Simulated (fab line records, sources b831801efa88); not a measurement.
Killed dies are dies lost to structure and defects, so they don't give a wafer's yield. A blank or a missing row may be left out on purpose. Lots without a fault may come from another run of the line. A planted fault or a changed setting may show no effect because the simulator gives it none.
Which tool did it? | flow sfq_line | 7 lots, 21 wafers sampled, at 1 step of a route of 325

WHAT THE GAUGES READ, wafer by wafer
SFQ_M0_OVL_MEAS_906.
lot  | measured     | on         | M0_OVL (nm)
L925 | day 11 06:30 | overlay-01 | -4 -13 -7
L927 | day 11 19:43 | overlay-01 | 3 0 -1
L934 | day 13 19:50 | overlay-01 | -6 -3 -8
L936 | day 14 14:58 | overlay-01 | -5 -3 -5
L939 | day 15 17:29 | overlay-02 | 0 2 4
L943 | day 17 02:24 | overlay-01 | -2 -1 1
L945 | day 18 02:07 | overlay-01 | 3 1 1

WHICH TOOL RAN EACH LOT (tool, then ch and the chambers of the sampled wafers, then the start)
The record holds no process step before these readings.

THE ANSWER, worked out from the rows above alone
Rule: what is usual is taken from the lots themselves. Put in order of their means at a reading, lots are off if they are a third of the lots or fewer, leave a main group of 4 or more, and stand apart from it by a gap of 3 or more times the standard deviation of the main group's means; of several such gaps the widest counts. A main group whose means are all the same, to the digits that the tables above print for the reading, isn't used. A lot without any number at a reading at which 4 lots or more have one is off too. The other lots that the step has rows for count as sound.
No lot is off at any reading shown: from this, nothing can be told.

WHAT THE SIMULATOR HAD PUT IN
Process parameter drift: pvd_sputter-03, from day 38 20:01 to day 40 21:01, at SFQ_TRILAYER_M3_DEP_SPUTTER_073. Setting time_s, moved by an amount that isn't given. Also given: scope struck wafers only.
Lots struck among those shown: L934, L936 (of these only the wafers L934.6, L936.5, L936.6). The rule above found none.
